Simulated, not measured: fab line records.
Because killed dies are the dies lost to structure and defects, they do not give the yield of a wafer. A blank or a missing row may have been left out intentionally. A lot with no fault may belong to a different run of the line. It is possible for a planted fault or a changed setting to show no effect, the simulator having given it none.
Which tool is to blame? || flow sky130 || 13 lots, 39 wafers sampled, at 4 steps of a route of 708

## WHAT THE GAUGES READ, wafer by wafer
SKY_LI_CONTACT_RS_MEAS_22: measures by four-point-probe. Usual: LI_CONTACT_W_RS 0.297 ohm/sq, standard deviation 0.0041.
{"lot": "L861", "measured": "day 29 07:53", "on": "film_metro-02", "LI_CONTACT_W_RS (ohm/sq)": "0.293 0.291 0.294", "flag": ""}
{"lot": "L862", "measured": "day 29 15:24", "on": "film_metro-04", "LI_CONTACT_W_RS (ohm/sq)": "0.292 0.292 0.295", "flag": ""}
{"lot": "L863", "measured": "day 29 20:55", "on": "film_metro-02", "LI_CONTACT_W_RS (ohm/sq)": "0.296 0.294 0.295", "flag": ""}
{"lot": "L864", "measured": "day 30 05:35", "on": "film_metro-03", "LI_CONTACT_W_RS (ohm/sq)": "0.291 0.296 0.295", "flag": ""}
{"lot": "L865", "measured": "day 32 01:34", "on": "film_metro-02", "LI_CONTACT_W_RS (ohm/sq)": "0.298 0.294 0.303", "flag": ""}
{"lot": "L866", "measured": "day 32 03:28", "on": "film_metro-02", "LI_CONTACT_W_RS (ohm/sq)": "0.294 0.297 0.292", "flag": ""}
{"lot": "L869", "measured": "day 32 12:53", "on": "film_metro-03", "LI_CONTACT_W_RS (ohm/sq)": "0.300 0.302 0.294", "flag": ""}
{"lot": "L875", "measured": "day 35 05:02", "on": "film_metro-03", "LI_CONTACT_W_RS (ohm/sq)": "0.299 0.300 0.303", "flag": ""}
{"lot": "L878", "measured": "day 35 17:08", "on": "film_metro-03", "LI_CONTACT_W_RS (ohm/sq)": "0.296 0.298 0.300", "flag": ""}
{"lot": "L877", "measured": "day 35 17:16", "on": "film_metro-04", "LI_CONTACT_W_RS (ohm/sq)": "0.297 0.297 0.297", "flag": ""}
{"lot": "L879", "measured": "day 36 04:49", "on": "film_metro-02", "LI_CONTACT_W_RS (ohm/sq)": "0.299 0.296 0.298", "flag": ""}
{"lot": "L882", "measured": "day 36 18:21", "on": "film_metro-04", "LI_CONTACT_W_RS (ohm/sq)": "0.297 0.298 0.295", "flag": ""}
{"lot": "L883", "measured": "day 37 14:33", "on": "film_metro-02", "LI_CONTACT_W_RS (ohm/sq)": "0.297 0.298 0.299", "flag": ""}

SKY_LOCAL_INTERCONNECT_CD_MEAS_11 targets a cd of 170 nm. Usual: cd_nm at 170.7 nm, with a standard deviation of 1.3.
{"lot": "L861", "measured": "day 30 12:25", "on": "cd_sem-02", "cd_nm (nm)": "168.9 169.8 167.1", "flag": ""}
{"lot": "L862", "measured": "day 30 19:19", "on": "cd_sem-02", "cd_nm (nm)": "170.0 171.7 172.3", "flag": ""}
{"lot": "L863", "measured": "day 31 01:03", "on": "cd_sem-02", "cd_nm (nm)": "171.1 169.8 170.0", "flag": ""}
{"lot": "L864", "measured": "day 31 09:42", "on": "cd_sem-02", "cd_nm (nm)": "170.5 170.8 171.7", "flag": ""}
{"lot": "L865", "measured": "day 33 04:27", "on": "cd_sem-02", "cd_nm (nm)": "170.1 171.5 169.2", "flag": ""}
{"lot": "L866", "measured": "day 33 06:25", "on": "cd_sem-02", "cd_nm (nm)": "170.8 170.2 171.3", "flag": ""}
{"lot": "L869", "measured": "day 33 16:49", "on": "cd_sem-02", "cd_nm (nm)": "172.1 173.2 171.4", "flag": ""}
{"lot": "L875", "measured": "day 36 07:25", "on": "cd_sem-01", "cd_nm (nm)": "171.2 170.6 170.9", "flag": ""}
{"lot": "L878", "measured": "day 36 19:12", "on": "cd_sem-01", "cd_nm (nm)": "167.9 167.9 168.2", "flag": ""}
{"lot": "L877", "measured": "day 36 19:22", "on": "cd_sem-01", "cd_nm (nm)": "172.2 171.1 172.0", "flag": ""}
{"lot": "L879", "measured": "day 37 06:35", "on": "cd_sem-01", "cd_nm (nm)": "171.4 172.3 171.2", "flag": ""}
{"lot": "L882", "measured": "day 37 20:42", "on": "cd_sem-01", "cd_nm (nm)": "171.0 170.4 170.1", "flag": ""}
{"lot": "L883", "measured": "day 38 17:03", "on": "cd_sem-01", "cd_nm (nm)": "170.5 170.8 170.0", "flag": ""}

## TOOL THAT RAN EACH LOT (tool first, then ch and the chambers of the sampled wafers, then the start)
{"lot": "L861", "SKY_RES_XHIGH_EXPOSE_04": "iline_stepper-01 ch 0, day 26 04:46", "SKY_LI_CONTACT_CMP_02": "cmp-02 ch 0,1,2, day 28 01:59"}
{"lot": "L862", "SKY_RES_XHIGH_EXPOSE_04": "iline_stepper-02 ch 0, day 26 14:09", "SKY_LI_CONTACT_CMP_02": "cmp-01 ch 1,2,3, day 28 10:44"}
{"lot": "L863", "SKY_RES_XHIGH_EXPOSE_04": "iline_stepper-01 ch 0, day 26 19:27", "SKY_LI_CONTACT_CMP_02": "cmp-02 ch 0,1,2, day 28 15:05"}
{"lot": "L864", "SKY_RES_XHIGH_EXPOSE_04": "iline_stepper-01 ch 0, day 27 01:37", "SKY_LI_CONTACT_CMP_02": "cmp-01 ch 0,2,3, day 28 21:32"}
{"lot": "L865", "SKY_RES_XHIGH_EXPOSE_04": "iline_stepper-01 ch 0, day 29 01:23", "SKY_LI_CONTACT_CMP_02": "cmp-01 ch 0,1,2, day 30 20:50"}
{"lot": "L866", "SKY_RES_XHIGH_EXPOSE_04": "iline_stepper-02 ch 0, day 29 03:56", "SKY_LI_CONTACT_CMP_02": "cmp-02 ch 1,2,3, day 30 22:50"}
{"lot": "L869", "SKY_RES_XHIGH_EXPOSE_04": "iline_stepper-01 ch 0, day 29 16:11", "SKY_LI_CONTACT_CMP_02": "cmp-01 ch 0,1,2, day 31 10:11"}
{"lot": "L875", "SKY_RES_XHIGH_EXPOSE_04": "iline_stepper-01 ch 0, day 32 07:51", "SKY_LI_CONTACT_CMP_02": "cmp-02 ch 0,1,3, day 34 02:11"}
{"lot": "L878", "SKY_RES_XHIGH_EXPOSE_04": "iline_stepper-01 ch 0, day 32 20:31", "SKY_LI_CONTACT_CMP_02": "cmp-01 ch 0,1,2, day 34 13:09"}
{"lot": "L877", "SKY_RES_XHIGH_EXPOSE_04": "iline_stepper-02 ch 0, day 32 21:44", "SKY_LI_CONTACT_CMP_02": "cmp-01 ch 1,2, day 34 13:26"}
{"lot": "L879", "SKY_RES_XHIGH_EXPOSE_04": "iline_stepper-02 ch 0, day 33 09:00", "SKY_LI_CONTACT_CMP_02": "cmp-01 ch 0,1,3, day 35 00:26"}
{"lot": "L882", "SKY_RES_XHIGH_EXPOSE_04": "iline_stepper-02 ch 0, day 33 22:44", "SKY_LI_CONTACT_CMP_02": "cmp-02 ch 0,1,3, day 35 15:26"}
{"lot": "L883", "SKY_RES_XHIGH_EXPOSE_04": "iline_stepper-02 ch 0, day 34 19:59", "SKY_LI_CONTACT_CMP_02": "cmp-01 ch 0,2,3, day 36 12:14"}
- SKY_RES_XHIGH_EXPOSE_04: exposes mask URPM, target cd 1270 nm.
- SKY_LI_CONTACT_CMP_02: polishes PSG.

## WHAT THE TOOLS THEMSELVES READ (means of the sampled wafers that have a number; where no wafer has one, the mark that the record gives instead)
SKY_LI_CONTACT_CMP_02. Usual: motor_current_A 11.8 A, standard deviation 1; time_to_endpoint_s 33.2 s, standard deviation 2.5.
{"lot": "L861", "tool": "cmp-02", "motor_current_A (A)": 11.8, "time_to_endpoint_s (s)": 30.5, "flag": ""}
{"lot": "L862", "tool": "cmp-01", "motor_current_A (A)": 11.8, "time_to_endpoint_s (s)": 33.8, "flag": ""}
{"lot": "L863", "tool": "cmp-02", "motor_current_A (A)": 11.2, "time_to_endpoint_s (s)": 33.6, "flag": ""}
{"lot": "L864", "tool": "cmp-01", "motor_current_A (A)": 12.6, "time_to_endpoint_s (s)": 33.5, "flag": ""}
{"lot": "L865", "tool": "cmp-01", "motor_current_A (A)": 12.3, "time_to_endpoint_s (s)": 33.9, "flag": ""}
{"lot": "L866", "tool": "cmp-02", "motor_current_A (A)": 11.7, "time_to_endpoint_s (s)": 30.6, "flag": ""}
{"lot": "L869", "tool": "cmp-01", "motor_current_A (A)": 12.4, "time_to_endpoint_s (s)": 32.6, "flag": ""}
{"lot": "L875", "tool": "cmp-02", "motor_current_A (A)": 11.3, "time_to_endpoint_s (s)": 32.8, "flag": ""}
{"lot": "L878", "tool": "cmp-01", "motor_current_A (A)": 12.4, "time_to_endpoint_s (s)": 33.7, "flag": ""}
{"lot": "L877", "tool": "cmp-01", "motor_current_A (A)": 12.0, "time_to_endpoint_s (s)": 33.9, "flag": ""}
{"lot": "L879", "tool": "cmp-01", "motor_current_A (A)": 11.5, "time_to_endpoint_s (s)": 29.7, "flag": ""}
{"lot": "L882", "tool": "cmp-02", "motor_current_A (A)": 10.9, "time_to_endpoint_s (s)": 34.3, "flag": ""}
{"lot": "L883", "tool": "cmp-01", "motor_current_A (A)": 12.3, "time_to_endpoint_s (s)": 32.4, "flag": ""}

## THE ANSWER, worked out from the rows above alone
Rule: lot off if the mean of its wafers having a number is beyond 3 standard deviations from the usual mean. Also off: a lot with no number at a reading for which 4 or more lots have one. Any other lot the step has rows for is counted as sound. Order of review: gauges by route order, followed by the tools' own readings, for which a lot's mean as printed above is used. At the first step where some lot is off, the reading lying furthest off is the one used; lots without a number count as furthest.
Across all readings shown, no lot is off: no conclusion can be drawn from this.

## WHAT HAD BEEN PUT IN BY THE SIMULATOR
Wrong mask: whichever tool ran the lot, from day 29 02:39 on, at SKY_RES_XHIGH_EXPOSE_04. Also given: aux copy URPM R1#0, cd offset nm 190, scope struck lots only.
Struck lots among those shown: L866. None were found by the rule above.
